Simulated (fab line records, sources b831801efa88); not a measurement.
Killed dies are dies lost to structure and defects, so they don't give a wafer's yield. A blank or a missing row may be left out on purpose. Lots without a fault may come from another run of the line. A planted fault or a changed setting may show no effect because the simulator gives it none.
Which tool did it? | flow sfq_line | 14 lots, 42 wafers sampled, at 4 steps of a route of 325

WHAT THE GAUGES READ, wafer by wafer
The record holds no reading of a measuring or inspecting step that can be judged against a usual standard deviation.

WHICH TOOL RAN EACH LOT (tool, then ch and the chambers of the sampled wafers, then the start)
lot  | SFQ_TRILAYER_M1_DEP_SPUTTER_037 | SFQ_TRILAYER_M1_BARC_OPEN_METAL_ETCH_054 | SFQ_TRILAYER_I1_VIA_BARC_OPEN_VIA_ETCH_071 | SFQ_TRILAYER_M2_DEP_SPUTTER_055
L553 | pvd_sputter-05, day 19 22:50    | rie_metal-04 ch 0,1, day 26 04:13        | rie_diel-04 ch 0,1,2, day 26 17:27         | pvd_sputter-06, day 26 18:26
L554 | pvd_sputter-06, day 20 09:02    | rie_metal-04 ch 0,1, day 26 11:26        | rie_diel-04 ch 2,3, day 27 05:30           | pvd_sputter-06, day 27 06:56
L555 | pvd_sputter-04, day 20 21:10    | rie_metal-02 ch 0,1, day 26 19:49        | rie_diel-02 ch 2,3, day 27 12:24           | pvd_sputter-06, day 27 13:21
L556 | pvd_sputter-06, day 20 23:34    | rie_metal-01 ch 0,1, day 26 22:15        | rie_diel-04 ch 0,2,3, day 27 16:00         | pvd_sputter-06, day 27 17:08
L557 | pvd_sputter-04, day 21 00:46    | rie_metal-02 ch 0,1, day 27 00:44        | rie_diel-03 ch 0,1,2, day 27 17:12         | pvd_sputter-03, day 27 18:09
L560 | pvd_sputter-05, day 21 11:46    | rie_metal-04 ch 0,1, day 27 12:46        | rie_diel-02 ch 1,3, day 28 06:42           | pvd_sputter-03, day 28 07:39
L561 | pvd_sputter-06, day 21 15:27    | rie_metal-02 ch 0,1, day 27 16:20        | rie_diel-03 ch 1,2,3, day 28 09:06         | pvd_sputter-06, day 28 10:03
L562 | pvd_sputter-04, day 21 16:22    | rie_metal-04 ch 0,1, day 27 19:56        | rie_diel-04 ch 0,1, day 28 11:30           | pvd_sputter-03, day 28 12:27
L563 | pvd_sputter-06, day 21 22:32    | rie_metal-04 ch 0,1, day 28 05:32        | rie_diel-02 ch 0,2,3, day 29 16:59         | pvd_sputter-06, day 29 17:56
L564 | pvd_sputter-06, day 23 03:22    | rie_metal-02 ch 0,1, day 29 10:28        | rie_diel-04 ch 1,2, day 29 18:11           | pvd_sputter-03, day 29 19:08
L567 | pvd_sputter-04, day 24 09:17    | rie_metal-02 ch 0,1, day 30 13:07        | rie_diel-04 ch 2,3, day 30 20:46           | pvd_sputter-05, day 30 21:43
L570 | pvd_sputter-04, day 25 20:43    | rie_metal-04 ch 0, day 31 17:42          | rie_diel-04 ch 0,2,3, day 32 06:25         | pvd_sputter-05, day 32 07:22
L573 | pvd_sputter-04, day 26 18:35    | rie_metal-04 ch 0, day 32 16:30          | rie_diel-04 ch 0,1,2, day 33 07:07         | pvd_sputter-03, day 33 08:05
L575 | pvd_sputter-05, day 28 04:06    | rie_metal-01 ch 0,1, day 33 20:01        | rie_diel-04 ch 0,2,3, day 34 15:38         | pvd_sputter-03, day 34 17:22
- SFQ_TRILAYER_M1_DEP_SPUTTER_037: material Nb, target thk 200 nm, time 133.3 s.
- SFQ_TRILAYER_M1_BARC_OPEN_METAL_ETCH_054: etches BARC in O2, target depth 125 nm, time 41.7 s.
- SFQ_TRILAYER_I1_VIA_BARC_OPEN_VIA_ETCH_071: etches BARC in O2, target depth 125 nm, time 41.7 s.
- SFQ_TRILAYER_M2_DEP_SPUTTER_055: material Nb, target thk 200 nm, time 133.3 s.

WHAT THE TOOLS THEMSELVES READ (means of the sampled wafers that have a number; where no wafer has one, the mark that the record gives instead)
SFQ_TRILAYER_M1_DEP_SPUTTER_037. Usual: cathode_dc_power_W 2000.0 W, standard deviation 0.33; throttle_valve_pct 30.3 %, standard deviation 1.1.
lot  | tool           | cathode_dc_power_W (W) | throttle_valve_pct (%) | flag
L553 | pvd_sputter-05 | 1999.7                 | 30.8                   |
L554 | pvd_sputter-06 | 2000.0                 | 30.2                   |
L555 | pvd_sputter-04 | 1999.9                 | 30.3                   |
L556 | pvd_sputter-06 | 2000.3                 | 30.1                   |
L557 | pvd_sputter-04 | 1999.9                 | 30.9                   |
L560 | pvd_sputter-05 | 1999.9                 | 30.9                   |
L561 | pvd_sputter-06 | 2000.0                 | 30.1                   |
L562 | pvd_sputter-04 | 2000.1                 | 30.4                   |
L563 | pvd_sputter-06 | 2000.1                 | 30.0                   |
L564 | pvd_sputter-06 | 2000.0                 | 30.2                   |
L567 | pvd_sputter-04 | 2000.3                 | 30.1                   |
L570 | pvd_sputter-04 | 2071.9                 | 30.5                   | OFF
L573 | pvd_sputter-04 | 2071.9                 | 29.3                   | OFF
L575 | pvd_sputter-05 | 2000.2                 | 31.5                   |

SFQ_TRILAYER_M1_BARC_OPEN_METAL_ETCH_054. Usual: drypump_motor_current_A 6.0 A, standard deviation 0.49; oes_product_au 0.686 a.u., standard deviation 0.0045.
lot  | tool         | drypump_motor_current_A (A) | oes_product_au (a.u.) | flag
L553 | rie_metal-04 | 6.2                         | 0.684                 |
L554 | rie_metal-04 | 6.2                         | 0.686                 |
L555 | rie_metal-02 | 5.5                         | 0.687                 |
L556 | rie_metal-01 | 5.9                         | 0.689                 |
L557 | rie_metal-02 | 5.9                         | 0.686                 |
L560 | rie_metal-04 | 6.2                         | 0.684                 |
L561 | rie_metal-02 | 5.5                         | 0.689                 |
L562 | rie_metal-04 | 6.2                         | 0.691                 |
L563 | rie_metal-04 | 6.2                         | 0.683                 |
L564 | rie_metal-02 | 5.5                         | 0.683                 |
L567 | rie_metal-02 | 5.9                         | 0.682                 |
L570 | rie_metal-04 | 6.2                         | 0.688                 |
L573 | rie_metal-04 | 6.2                         | 0.682                 |
L575 | rie_metal-01 | 6.2                         | 0.683                 |

SFQ_TRILAYER_I1_VIA_BARC_OPEN_VIA_ETCH_071. Usual: drypump_motor_current_A 5.7 A, standard deviation 0.61; oes_product_au 0.685 a.u., standard deviation 0.0052.
lot  | tool        | drypump_motor_current_A (A) | oes_product_au (a.u.) | flag
L553 | rie_diel-04 | 5.6                         | 0.686                 |
L554 | rie_diel-04 | 6.2                         | 0.693                 |
L555 | rie_diel-02 | 5.2                         | 0.683                 |
L556 | rie_diel-04 | 6.1                         | 0.683                 |
L557 | rie_diel-03 | 5.5                         | 0.687                 |
L560 | rie_diel-02 | 6.1                         | 0.682                 |
L561 | rie_diel-03 | 5.5                         | 0.679                 |
L562 | rie_diel-04 | 5.4                         | 0.685                 |
L563 | rie_diel-02 | 5.6                         | 0.679                 |
L564 | rie_diel-04 | 5.9                         | 0.687                 |
L567 | rie_diel-04 | 6.4                         | 0.680                 |
L570 | rie_diel-04 | 6.1                         | 0.687                 |
L573 | rie_diel-04 | 5.6                         | 0.690                 |
L575 | rie_diel-04 | 6.1                         | 0.685                 |

SFQ_TRILAYER_M2_DEP_SPUTTER_055. Usual: cathode_dc_power_W 2000.0 W, standard deviation 0.39; throttle_valve_pct 30.6 %, standard deviation 0.67.
lot  | tool           | cathode_dc_power_W (W) | throttle_valve_pct (%) | flag
L553 | pvd_sputter-06 | 2000.1                 | 30.8                   |
L554 | pvd_sputter-06 | 1999.9                 | 30.4                   |
L555 | pvd_sputter-06 | 1999.9                 | 30.3                   |
L556 | pvd_sputter-06 | 1999.8                 | 30.6                   |
L557 | pvd_sputter-03 | 1999.6                 | 30.4                   |
L560 | pvd_sputter-03 | 2000.0                 | 31.0                   |
L561 | pvd_sputter-06 | 2000.4                 | 29.6                   |
L562 | pvd_sputter-03 | 2000.1                 | 31.1                   |
L563 | pvd_sputter-06 | 2000.1                 | 30.4                   |
L564 | pvd_sputter-03 | 2000.2                 | 31.1                   |
L567 | pvd_sputter-05 | 1999.9                 | 30.9                   |
L570 | pvd_sputter-05 | 1999.7                 | 30.7                   |
L573 | pvd_sputter-03 | 1999.8                 | 30.9                   |
L575 | pvd_sputter-03 | 2000.1                 | 30.7                   |

THE ANSWER, worked out from the rows above alone
Rule: a lot is off if the mean of its wafers that have a number lies more than 3 standard deviations from the usual mean. A lot without any number at a reading at which 4 lots or more have one is off too. The other lots that the step has rows for count as sound. The gauges are gone through in route order, then the tools' own readings, and for those a lot's mean is taken as printed above. The first step at which some lot is off is used, and at that step the reading that is off furthest; a lot without a number counts as furthest.
Off: L570, L573, at SFQ_TRILAYER_M1_DEP_SPUTTER_037 (cathode_dc_power_W).
A tool fits if, at that step or a process step before it, it ran every lot that is off, and no sound lot after the first of them. One fits: pvd_sputter-04 at SFQ_TRILAYER_M1_DEP_SPUTTER_037. Its last sound lot is L567 (day 24 09:17), its first lot that is off L570 (day 25 20:43): a fault that began between those two fits.
The tool's own readings at SFQ_TRILAYER_M1_DEP_SPUTTER_037 bear it out: on the lots that are off they differ by more than 5 times the standard deviation of the sound lots' means. cathode_dc_power_W reads 2071.9 W there against 2000.0 W on the sound lots.

WHAT THE SIMULATOR HAD PUT IN
Process parameter drift: pvd_sputter-04, from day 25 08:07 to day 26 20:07, at SFQ_TRILAYER_M1_DEP_SPUTTER_037. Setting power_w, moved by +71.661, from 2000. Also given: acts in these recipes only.
Lots struck among those shown: L570, L573. The rule above found the same.
